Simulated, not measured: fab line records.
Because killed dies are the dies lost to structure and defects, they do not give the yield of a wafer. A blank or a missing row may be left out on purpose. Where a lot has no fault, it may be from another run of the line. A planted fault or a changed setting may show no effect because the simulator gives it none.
fab line records	flow sky130
[record] lots = 6	wafers = 18	lastDay = 51
route steps=708 shown METAL3@555 PAD_OPEN@708
lots that met no fault: from a run of the same line without faults
startH: hours from the record's first day to the start of the lot's first wafer shown	waitH: hours elapsed since this lot's preceding step	" repeats the value in the row above	L1.1+2: a single row standing in for several wafers	- no value present, or no start provided	* or withheld: withheld	< > ~ a bound
route shown NAME@n: a module of which the file shows steps, and the number in the route of the first	usual: the fault-free wafers' mean and standard deviation	same: alike in all rows	chamber/n: place in a boat	sites: each site's reading	_std_site: how widely they spread, as a standard deviation	_edge_site: inner sites' mean taken away from outer sites' mean	radiusMm: how far each site lies from the wafer's centre	mask NAME#n: copy n	behind: the tool/chamber that last shaped the wafer	hold: the reason the lot was held/the length of the hold in hours/how it ended	device: the transistor (n, p or np) that didn't switch	end of line: the route-end tests of the same wafers	a step with no rows: only its recipe	killed: at the first sort, the dies lost to defects and structure; wafer yield is something else	map: a wafer's dies, x killed, . not, _ none there
set.NAME: the run value of the setting; set.NAME@STEP: its run value at that earlier step	model.NAME: the simulator's own value behind a step, which no gauge read
lots seen at some steps along the route; tables by step, rows by wafer
services: a tool's chamber out of use, with start hour (startH, from the record's first day; less than 0 if before it), hours out, and reason
[[steps]]
[step SKY_METAL3_DEHYDRATE_05]
[recipe] tempC = 200	timeS = 60
[step SKY_METAL3_HMDS_06]
[recipe] primeTimeS = 60	primeTempC = 120
[step SKY_METAL3_COAT_07]
[recipe] resist = BARC	tempC = withheld	timeS = withheld	spinRpm = 3000	resistThkNm = 60
[step SKY_METAL3_COAT_08]
[recipe] resist = KrF-thick	spinRpm = 3000	resistThkNm = 1140
[step SKY_METAL3_SOFTBAKE_09]
[recipe] tempC = 100	timeS = 90	resist = KrF-thick
[step SKY_METAL3_EXPOSE_10]
[recipe] maskId = MM3	na = 0.68	sourceShape = annular	sigmaInner = 0.4	sigmaOuter = 0.8	targetCdNm = 300	doseMj = 28
[step SKY_METAL3_PEB_11]
[recipe] pebTempC = withheld	pebTimeS = withheld	resist = KrF-thick
[step SKY_METAL3_DEVELOP_12]
[recipe] developTimeS = 60	resist = KrF-thick	devTempC = 21.42
[step SKY_METAL3_CD_MEAS_13]
[recipe] targetCdNm = 300
[usual] cdNm = 300.2/1.1
lot.wafer	tool	chamber	startH	waitH	cdNm
L204.1	cdSem-02	-	965.55	-	298.9
L204.2	"	-	"	"	301.0
L204.4	"	-	"	"	299.6
L206.2	cdSem-02	-	979.35	-	300.8
L206.3	"	-	"	"	299.9
L206.6	"	-	"	"	299.0
L210.1	cdSem-02	-	1000.70	-	301.1
L210.2	"	-	"	"	299.8
L210.3	"	-	"	"	301.7
L212.1	cdSem-02	-	1019.00	-	299.2
L212.3	"	-	"	"	299.1
L212.5	"	-	"	"	298.6
L217.2	cdSem-01	-	1042.22	-	301.8
L217.4	"	-	"	"	301.5
L217.5	"	-	"	"	302.1
L220.2	cdSem-02	-	1070.32	-	299.5
L220.4	"	-	"	"	300.4
L220.5	"	-	"	"	298.1
[step SKY_METAL3_OVL_MEAS_14]
[usual] METAL3_OVL = -2/5
lot.wafer	tool	chamber	startH	waitH	METAL3_OVL[nm]
L204.1	overlay-02	-	965.67	0.1	-6
L204.2	"	-	"	"	-2
L204.4	"	-	"	"	-6
L206.2	overlay-01	-	979.46	0.1	-2
L206.3	"	-	"	"	3
L206.6	"	-	"	"	-1
L210.1	overlay-01	-	1000.82	0.1	-9
L210.2	"	-	"	"	-4
L210.3	"	-	"	"	-9
L212.1	overlay-01	-	1019.12	0.1	-2
L212.3	"	-	"	"	-3
L212.5	"	-	"	"	-3
L217.2	overlay-02	-	1042.33	0.1	-13
L217.4	"	-	"	"	-9
L217.5	"	-	"	"	-4
L220.2	overlay-02	-	1070.43	0.1	-1
L220.4	"	-	"	"	-5
L220.5	"	-	"	"	-5
[step SKY_METAL3_DESCUM_15]
[recipe] chemistry = O2	sourcePowerW = 150	biasPowerW = 0	pressureMtorr = 10	tempC = 40	timeS = 8
[usual] drypumpMotorCurrentA = 5.9/0.34	heBacksideLeakSccm = 3.37/0.2	oesProductAu = 1.001/0.0084	tempC = 40.00/0.11
lot.wafer	tool	chamber	startH	waitH	drypumpMotorCurrentA	heBacksideLeakSccm	oesProductAu	rfHoursCounterH	tempC
L204.1	rieMetal-01	0	965.71	0.0	5.9	4.01	1.006	4	40.12
L204.2	"	0	"	"	5.9	3.50	1.006	-	40.10
L204.4	"	0	"	"	5.9	3.55	1.012	-	40.07
L206.2	rieMetal-01	0	979.49	0.0	5.9	3.39	1.005	6	39.98
L206.3	"	0	"	"	5.8	3.39	1.013	-	40.23
L206.6	"	1	"	"	5.3	3.72	0.997	-	39.99
L210.1	rieMetal-04	1	1000.86	0.0	5.6	3.01	1.019	12	39.88
L210.2	"	0	"	"	6.3	3.57	0.993	17	39.93
L210.3	"	0	"	"	6.3	3.48	0.999	-	39.87
L212.1	rieMetal-04	0	1019.16	0.0	6.3	3.55	0.992	18	39.91
L212.3	"	1	"	"	5.6	3.55	1.001	-	39.88
L212.5	"	1	"	"	5.6	3.49	1.006	-	39.92
L217.2	rieMetal-04	0	1042.36	0.0	6.3	3.40	0.989	20	39.82
L217.4	"	1	"	"	5.5	3.40	1.006	-	40.06
L217.5	"	0	"	"	6.3	3.40	0.994	-	39.91
L220.2	rieMetal-01	0	1070.47	0.0	5.9	3.17	1.002	-	40.18
L220.4	"	0	"	"	5.9	3.38	1.018	-	40.19
L220.5	"	0	"	"	5.9	3.21	1.003	-	40.01
[step SKY_METAL3_ETCH_16]
[recipe] chemistry = N2/H2	target = BARC	ionEnergyEv = 200	biasW = 100	pressureMtorr = 30	n2FlowSccm = 100	h2FlowSccm = 200	icpW = 500	stopOn = SiO2	timeS = 88.2	targetDepthA = 600
[usual] biasW = 100.07/0.28	chamberPressureMTorr = 29.997/0.028	drypumpMotorCurrentA = 5.9/0.34	heBacksideLeakSccm = 3.32/0.25	oesProductAu = 0.626/0.0047	throttleValvePct = 13.204/0.01
lot.wafer	tool	chamber	startH	waitH	biasW	chamberPressureMTorr	drypumpMotorCurrentA	heBacksideLeakSccm	oesProductAu	rfHoursCounterH	throttleValvePct
L204.1	rieMetal-01	0	965.77	0.1	99.81	29.981	5.9	3.36	0.630	5	13.213
L204.2	"	0	"	"	99.98	29.963	5.9	3.29	0.622	-	13.201
L204.4	"	0	"	"	100.18	29.999	5.9	3.15	0.630	-	13.205
L206.2	rieMetal-01	0	979.52	0.0	100.10	30.002	5.9	3.19	0.626	6	13.196
L206.3	"	0	"	"	100.20	29.961	5.9	3.30	0.623	-	13.195
L206.6	"	1	"	"	100.31	29.961	5.4	3.51	0.625	-	13.216
L210.1	rieMetal-04	1	1000.89	0.0	100.13	29.981	5.6	3.37	0.630	12	13.199
L210.2	"	0	"	"	100.34	29.971	6.3	3.39	0.633	17	13.206
L210.3	"	0	"	"	100.30	29.995	6.3	3.73	0.623	-	13.198
L212.1	rieMetal-04	0	1019.19	0.0	99.95	29.994	6.3	3.99	0.631	18	13.197
L212.3	"	1	"	"	100.01	29.987	5.5	3.68	0.617	-	13.189
L212.5	"	1	"	"	100.06	30.010	5.5	3.51	0.618	-	13.204
L217.2	rieMetal-04	0	1042.40	0.0	100.05	29.968	6.3	3.42	0.627	20	13.213
L217.4	"	1	"	"	99.91	30.024	5.6	3.36	0.631	-	13.202
L217.5	"	0	"	"	100.35	30.029	6.3	3.32	0.628	-	13.204
L220.2	rieMetal-01	0	1070.55	0.1	99.73	30.003	5.9	3.21	0.630	-	13.185
L220.4	"	0	"	"	100.09	29.978	5.9	3.22	0.628	-	13.207
L220.5	"	0	"	"	100.58	29.983	5.9	3.03	0.619	-	13.195
[step SKY_METAL3_ETCH_17]
[recipe] target = SiO2	stopOn = TiN	chemistry = C4F8/O2/Ar	sourceW = 1500	biasW = 1200	pressureMtorr = 40	c4f8FlowSccm = withheld	O2_flow_sccm = 6	Ar_flow_sccm = 300	timeS = 3.9	targetDepthA = 150
[usual] biasW = 1200/4	chamberPressureMTorr = 40.00/0.035	oesProductAu = 0.755/0.0073
lot.wafer	tool	chamber	startH	waitH	biasW	chamberPressureMTorr	oesProductAu	rfHoursCounterH
L204.1	rieDiel-04	2	965.97	0.2	1203	40.00	0.751	16
L204.2	"	0	"	"	1201	39.99	0.750	6
L204.4	"	3	"	"	1203	39.93	0.757	24
L206.2	rieDiel-03	2	979.62	0.1	1195	39.99	0.753	10
L206.3	"	1	"	"	1203	40.00	0.762	12
L206.6	"	0	"	"	1202	40.03	0.761	-
L210.1	rieDiel-04	3	1000.99	0.1	-	-	-	-
L210.2	"	2	"	"	-	-	-	-
L210.3	"	0	"	"	-	-	-	-
L212.1	rieDiel-03	3	1019.29	0.1	-	-	-	-
L212.3	"	1	"	"	-	-	-	-
L212.5	"	1	"	"	-	-	-	-
L217.2	rieDiel-02	2	1042.53	0.1	1206	39.99	0.752	12
L217.4	"	1	"	"	1200	40.00	0.770	6
L217.5	"	0	"	"	1202	40.01	0.759	-
L220.2	rieDiel-02	3	1070.72	0.1	1198	40.03	0.756	15
L220.4	"	2	"	"	1192	40.03	0.760	13
L220.5	"	1	"	"	1199	40.06	0.771	-
[step SKY_METAL3_METAL_ETCH_18]
[recipe] targetDepthA = 8450	stopOn = SiO2	overEtchFrac = 0.3	timeS = 183.1	chemistry = Cl2/BCl3	resistSidewallDeg = 88	pressureMtorr = 10	icpW = 900	biasW = 48.5	Cl2_flow_sccm = 60	bcl3FlowSccm = 30
[usual] bcl3FlowSccm = 29.99/0.08	biasW = 48.50/0.15	drypumpMotorCurrentA = 6.0/0.33	heBacksideLeakSccm = 3.33/0.24	oesProductAu = 0.865/0.0064	throttleValvePct = 22.265/0.0089
lot.wafer	tool	chamber	startH	waitH	bcl3FlowSccm	biasW	drypumpMotorCurrentA	heBacksideLeakSccm	oesProductAu	rfHoursCounterH	throttleValvePct
L204.1	rieMetal-02	1	965.99	0.0	29.93	48.46	6.3	3.19	0.864	12	22.251
L204.2	"	1	"	"	29.85	48.58	6.2	3.44	0.861	-	22.247
L204.4	"	1	"	"	29.97	48.57	6.3	3.25	0.863	-	22.264
L206.2	rieMetal-04	1	979.64	0.0	30.02	48.53	5.5	3.29	0.862	11	22.269
L206.3	"	0	"	"	29.93	48.53	6.3	3.44	0.852	-	22.271
L206.6	"	0	"	"	29.96	48.40	6.3	3.23	0.869	-	22.280
L210.1	rieMetal-02	1	1001.01	0.0	29.98	48.30	6.2	3.21	0.866	14	22.281
L210.2	"	0	"	"	29.82	48.61	6.1	3.03	0.857	1	22.265
L210.3	"	1	"	"	29.87	48.45	6.2	3.24	0.863	-	22.268
L212.1	rieMetal-02	0	1019.30	0.0	30.00	48.59	6.1	3.06	0.862	2	22.262
L212.3	"	1	"	"	30.04	48.49	6.3	3.21	0.865	-	22.260
L212.5	"	0	"	"	29.97	48.50	6.1	3.07	0.858	-	22.258
L217.2	rieMetal-01	0	1042.55	0.0	29.87	48.70	5.9	3.17	0.877	9	22.263
L217.4	"	1	"	"	30.03	48.66	5.4	3.72	0.864	-	22.255
L217.5	"	1	"	"	29.81	48.50	5.4	3.46	0.860	-	22.269
L220.2	rieMetal-02	1	1070.73	0.0	29.97	48.75	6.2	3.25	0.866	18	22.265
L220.4	"	1	"	"	29.95	48.81	6.2	3.34	0.866	-	22.275
L220.5	"	1	"	"	30.06	48.60	6.3	3.29	0.869	-	22.272
[step SKY_PAD_OPEN_PROBE_99]
[usual] defectLimitedYield = 82.5/2.2	killed_at_M0_to_M3 = 43/7.5	killed_at_M4_up = 3.2/1.9	killedAtContacts = 24/5.6	killedAtFrontEnd = 15/4.8	killedAtOther = 0.2/0.54	killedDies = 86/11	killedOnRim = 17/3.6	killedOpen = 47/7.6	killedShort = 39/7.1	sort_bin_3_pad_short = 0.8/0.36	sort_bin_5_function = 10.4/1.6	sort_bin_6_memory = 6.3/1.3	sortNPass = 406/11	sortYieldPct = 82.5/2.2
[same] grossDies = 492	killedAtBackSide = 0	sort_bin_4_leakage[%] = 0	sort_bin_8_speed[%] = 0
lot.wafer	tool	chamber	startH	waitH	hold	defectLimitedYield[%]	killed_at_M0_to_M3	killed_at_M4_up	killedAtContacts	killedAtFrontEnd	killedAtOther	killedDies	killedOnRim	killedOpen	killedShort	sort_bin_3_pad_short[%]	sort_bin_5_function[%]	sort_bin_6_memory[%]	sortNPass	sortYieldPct[%]
L204.1	prober-01	-	1130.93	0.1	-	85.4	30	5	23	13	1	72	15	44	28	1.0	8.1	5.5	420	85.4
L204.2	prober-01	-	1130.98	0.1	-	83.5	43	5	26	6	1	81	14	39	42	1.0	11.0	4.5	411	83.5
L204.4	prober-01	-	1131.08	0.2	-	82.7	46	3	18	18	0	85	16	37	48	1.2	9.6	6.5	407	82.7
L206.2	prober-01	-	1144.53	0.1	-	83.9	30	2	33	14	0	79	17	40	39	1.0	9.8	5.3	413	83.9
L206.3	prober-01	-	1144.58	0.2	-	82.7	37	4	21	23	0	85	16	50	35	0.8	11.8	4.7	407	82.7
L206.6	prober-01	-	1144.73	0.2	-	79.7	42	6	30	22	0	100	19	49	51	1.6	11.6	7.1	392	79.7
L210.1	prober-01	-	1161.21	0.1	awaitDispo/2.6h/scrap	0	436	1	31	24	0	492	96	59	51	0.8	90.9	8.3	0	0
L210.2	prober-01	-	1161.26	0.1	awaitDispo/2.6h/scrap	0	449	3	21	18	1	492	96	45	48	0.8	92.7	6.5	0	0
L210.3	prober-01	-	1161.31	0.2	awaitDispo/2.6h/scrap	0	450	2	23	17	0	492	96	51	32	1.2	93.5	5.3	0	0
L212.1	prober-02	-	1173.94	0.1	awaitDispo/6.1h/scrap	0	450	2	28	12	0	492	96	53	49	0.6	90.9	8.5	0	0
L212.3	prober-02	-	1174.04	0.2	awaitDispo/6.1h/scrap	0	445	2	31	14	0	492	96	40	43	0.4	93.1	6.5	0	0
L212.5	prober-02	-	1174.14	0.2	awaitDispo/6.1h/scrap	0	451	2	22	17	0	492	96	38	42	0.8	92.3	6.9	0	0
L217.2	prober-02	-	1193.16	0.1	-	81.3	36	2	32	22	0	92	19	36	56	1.0	9.8	7.9	400	81.3
L217.4	prober-02	-	1193.26	0.2	-	81.3	34	5	36	17	0	92	26	54	38	1.2	12.2	5.3	400	81.3
L217.5	prober-02	-	1193.31	0.2	-	80.9	41	2	25	24	2	94	18	46	48	1.0	11.6	6.5	398	80.9
L220.2	prober-01	-	1214.26	0.1	-	82.7	37	3	30	15	0	85	16	55	30	0.2	11.8	5.3	407	82.7
L220.4	prober-01	-	1214.36	0.2	-	81.1	53	4	25	11	0	93	25	48	45	1.2	11.6	6.1	399	81.1
L220.5	prober-01	-	1214.41	0.2	-	81.5	47	5	19	20	0	91	25	53	38	0.8	11.0	6.7	401	81.5
// killed by level:class
L204.1 CONTACT:geometricParticle:open=8 VIA3:geometricParticle:open=7 FIELD_ISO:geometricParticle:open=6 LI_CONTACT:geometricParticle:open=6 VIA1:geometricParticle:open=6 LOCAL_INTERCONNECT:geometricParticle:short=5 CONTACT:geometricParticle:short=4 VIA2:geometricParticle:open=4
L204.2 LI_CONTACT:geometricParticle:open=10 VIA1:geometricParticle:open=8 METAL3:geometricParticle:short=8 VIA3:geometricParticle:open=8 METAL2:geometricParticle:short=6 CONTACT:geometricParticle:open=5 CONTACT:geometricParticle:short=5 METAL4:geometricParticle:short=4
L204.4 VIA2:geometricParticle:short=8 VIA1:geometricParticle:open=8 LOCAL_INTERCONNECT:geometricParticle:short=6 CONTACT:geometricParticle:open=6 METAL1:geometricParticle:short=5 METAL2:geometricParticle:short=5 VIA3:geometricParticle:open=5 FIELD_ISO:geometricParticle:open=4
L206.2 CONTACT:geometricParticle:open=15 METAL1:geometricParticle:short=6 FIELD_ISO:geometricParticle:short=5 VIA3:geometricParticle:open=5 VIA1:geometricParticle:open=5 POLY_GATE:geometricParticle:short=4 LI_CONTACT:geometricParticle:short=4 LI_CONTACT:geometricParticle:open=4
L206.3 FIELD_ISO:geometricParticle:short=8 CONTACT:geometricParticle:open=7 VIA1:geometricParticle:open=7 VIA2:geometricParticle:open=7 VIA3:geometricParticle:open=7 CONTACT:geometricParticle:short=6 POLY_GATE:geometricParticle:open=6 FIELD_ISO:geometricParticle:open=4
L206.6 LOCAL_INTERCONNECT:geometricParticle:short=9 CONTACT:geometricParticle:open=9 VIA1:geometricParticle:open=9 POLY_GATE:geometricParticle:short=7 VIA1:geometricParticle:short=7 VIA3:geometricParticle:open=6 POLY_GATE:geometricParticle:open=5 LI_CONTACT:geometricParticle:open=5
L210.1 METAL3:areaEtch=382 VIA1:geometricParticle:open=13 VIA2:geometricParticle:open=9 LI_CONTACT:geometricParticle:open=8 FIELD_ISO:geometricParticle:open=7 POLY_GATE:geometricParticle:short=7 CONTACT:geometricParticle:short=7 CONTACT:geometricParticle:open=7
L210.2 METAL3:areaEtch=399 VIA1:geometricParticle:open=11 METAL1:geometricParticle:short=9 CONTACT:geometricParticle:open=8 VIA2:geometricParticle:open=8 VIA3:geometricParticle:open=7 FIELD_ISO:geometricParticle:short=6 FIELD_ISO:geometricParticle:open=6
L210.3 METAL3:areaEtch=409 LI_CONTACT:geometricParticle:open=9 CONTACT:geometricParticle:open=8 VIA1:geometricParticle:open=8 FIELD_ISO:geometricParticle:open=6 METAL1:geometricParticle:short=6 VIA1:geometricParticle:short=5 CONTACT:geometricParticle:short=4
L212.1 METAL3:areaEtch=390 CONTACT:geometricParticle:open=14 VIA1:geometricParticle:open=10 VIA2:geometricParticle:open=9 METAL1:geometricParticle:short=7 METAL2:geometricParticle:short=7 VIA3:geometricParticle:open=6 VIA2:geometricParticle:short=6
L212.3 METAL3:areaEtch=409 CONTACT:geometricParticle:open=13 POLY_GATE:geometricParticle:short=8 VIA1:geometricParticle:open=7 METAL1:geometricParticle:short=6 FIELD_ISO:geometricParticle:open=5 LI_CONTACT:geometricParticle:open=5 LOCAL_INTERCONNECT:geometricParticle:short=5
L212.5 METAL3:areaEtch=412 VIA1:geometricParticle:open=12 METAL2:geometricParticle:short=9 FIELD_ISO:geometricParticle:short=7 LI_CONTACT:geometricParticle:open=6 CONTACT:geometricParticle:short=6 CONTACT:geometricParticle:open=5 VIA1:geometricParticle:short=4
L217.2 CONTACT:geometricParticle:open=11 METAL2:geometricParticle:short=8 FIELD_ISO:geometricParticle:short=7 LI_CONTACT:geometricParticle:open=7 VIA1:geometricParticle:open=7 POLY_GATE:geometricParticle:short=6 LI_CONTACT:geometricParticle:short=5 CONTACT:geometricParticle:short=5
L217.4 CONTACT:geometricParticle:open=12 LI_CONTACT:geometricParticle:open=11 VIA1:geometricParticle:open=9 VIA3:geometricParticle:open=8 VIA1:geometricParticle:short=6 FIELD_ISO:geometricParticle:open=5 LOCAL_INTERCONNECT:geometricParticle:short=5 CONTACT:geometricParticle:short=5
L217.5 CONTACT:geometricParticle:open=8 LI_CONTACT:geometricParticle:open=7 VIA1:geometricParticle:open=7 METAL1:geometricParticle:short=6 POLY_GATE:geometricParticle:open=6 POLY_GATE:geometricParticle:short=6 FIELD_ISO:geometricParticle:open=5 METAL2:geometricParticle:short=5
L220.2 VIA1:geometricParticle:open=16 CONTACT:geometricParticle:open=11 VIA2:geometricParticle:open=7 POLY_GATE:geometricParticle:open=7 CONTACT:geometricParticle:short=7 LI_CONTACT:geometricParticle:open=5 METAL2:geometricParticle:short=4 LOCAL_INTERCONNECT:geometricParticle:short=4
L220.4 VIA1:geometricParticle:open=12 LI_CONTACT:geometricParticle:open=8 CONTACT:geometricParticle:open=8 VIA3:geometricParticle:open=8 METAL2:geometricParticle:short=7 VIA1:geometricParticle:short=6 VIA3:geometricParticle:short=5 LOCAL_INTERCONNECT:geometricParticle:short=4
L220.5 VIA1:geometricParticle:open=12 VIA3:geometricParticle:open=9 CONTACT:geometricParticle:open=7 LOCAL_INTERCONNECT:geometricParticle:short=6 FIELD_ISO:geometricParticle:short=5 POLY_GATE:geometricParticle:open=5 LI_CONTACT:geometricParticle:open=5 VIA2:geometricParticle:short=5
// map L210.1 (x killed, . not)
__________xxxxxxxxxx_________
________xxxxxxxxxxxxxx_______
______xxxxxxxxxxxxxxxxxx_____
_____xxxxxxxxxxxxxxxxxxxx____
____xxxxxxxxxxxxxxxxxxxxxx___
___xxxxxxxxxxxxxxxxxxxxxxxx__
__xxxxxxxxxxxxxxxxxxxxxxxxxx_
_xxxxxxxxxxxxxxxxxxxxxxxxxxxx
_xxxxxxxxxxxxxxxxxxxxxxxxxxxx
_xxxxxxxxxxxxxxxxxxxxxxxxxxxx
_xxxxxxxxxxxxxxxxxxxxxxxxxxxx
_xxxxxxxxxxxxxxxxxxxxxxxxxxxx
_xxxxxxxxxxxxxxxxxxxxxxxxxxxx
_xxxxxxxxxxxxxxxxxxxxxxxxxxxx
_xxxxxxxxxxxxxxxxxxxxxxxxxxxx
__xxxxxxxxxxxxxxxxxxxxxxxxxx_
___xxxxxxxxxxxxxxxxxxxxxxxx__
____xxxxxxxxxxxxxxxxxxxxxx___
_____xxxxxxxxxxxxxxxxxxxx____
______xxxxxxxxxxxxxxxxxx_____
________xxxxxxxxxxxxxx_______
__________xxxxxxxxxx_________
// map L212.1 (x killed, . not)
__________xxxxxxxxxx_________
________xxxxxxxxxxxxxx_______
______xxxxxxxxxxxxxxxxxx_____
_____xxxxxxxxxxxxxxxxxxxx____
____xxxxxxxxxxxxxxxxxxxxxx___
___xxxxxxxxxxxxxxxxxxxxxxxx__
__xxxxxxxxxxxxxxxxxxxxxxxxxx_
_xxxxxxxxxxxxxxxxxxxxxxxxxxxx
_xxxxxxxxxxxxxxxxxxxxxxxxxxxx
_xxxxxxxxxxxxxxxxxxxxxxxxxxxx
_xxxxxxxxxxxxxxxxxxxxxxxxxxxx
_xxxxxxxxxxxxxxxxxxxxxxxxxxxx
_xxxxxxxxxxxxxxxxxxxxxxxxxxxx
_xxxxxxxxxxxxxxxxxxxxxxxxxxxx
_xxxxxxxxxxxxxxxxxxxxxxxxxxxx
__xxxxxxxxxxxxxxxxxxxxxxxxxx_
___xxxxxxxxxxxxxxxxxxxxxxxx__
____xxxxxxxxxxxxxxxxxxxxxx___
_____xxxxxxxxxxxxxxxxxxxx____
______xxxxxxxxxxxxxxxxxx_____
________xxxxxxxxxxxxxx_______
__________xxxxxxxxxx_________
[[services]]
tool	chamber	startH	hours	kind
rieMetal-02	0	960.44	-	clean
rieMetal-02	0	960.44	12.9	scheduledDown
rieMetal-02	0	960.44	12.9	ventCycle
rieMetal-01	1	964.54	10.8	repair
rieDiel-02	1	997.26	3.1	repair
rieDiel-03	3	999.19	5.2	repair
rieDiel-03	1	1001.47	14.9	repair
rieDiel-03	3	1006.94	6.8	repair
rieDiel-04	1	1033.12	8.0	repair
rieDiel-02	0	1045.14	-	clean
rieDiel-02	0	1045.14	23.0	scheduledDown
rieDiel-02	0	1045.14	23.0	ventCycle
rieDiel-03	-	1046.18	28.1	pm
rieMetal-01	-	1051.29	3.2	repair
rieDiel-04	0	1061.28	13.1	repair
rieMetal-01	1	1067.46	-	clean
rieMetal-01	1	1067.46	17.1	scheduledDown
rieMetal-01	1	1067.46	17.1	ventCycle
[[key]]
[firstSign] step = SKY_METAL3_ETCH_17	reading = toolRecord	direction = missing
[effect] step = SKY_PAD_OPEN_PROBE_99	reading = killed_at_M0_to_M3	direction = up	sigmas = 54	usual = 43	struck = 447
[moreKillsBornAt] SKY_METAL3_ETCH_17@rieDiel-03 = 1209	SKY_METAL3_ETCH_17@rieDiel-04 = 1189
metAt SKY_METAL3_ETCH_17
struckWafers L210.1,L210.2,L210.3,L212.1,L212.3,L212.5
laterRowsLeftOut L210.1,L210.2,L210.3,L212.1,L212.3,L212.5
onsetBetween 979.62 1000.99
[fault] kind = skippedStepWhole	tool = rieDiel-03,rieDiel-04	chamber = -	onsetH = 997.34	steps = SKY_METAL3_ETCH_17	scope = struckLotsOnly
// laterRowsLeftOut: the simulator's readings of these wafers behind a module that went badly wrong aren't trusted and aren't shown, but for the sort
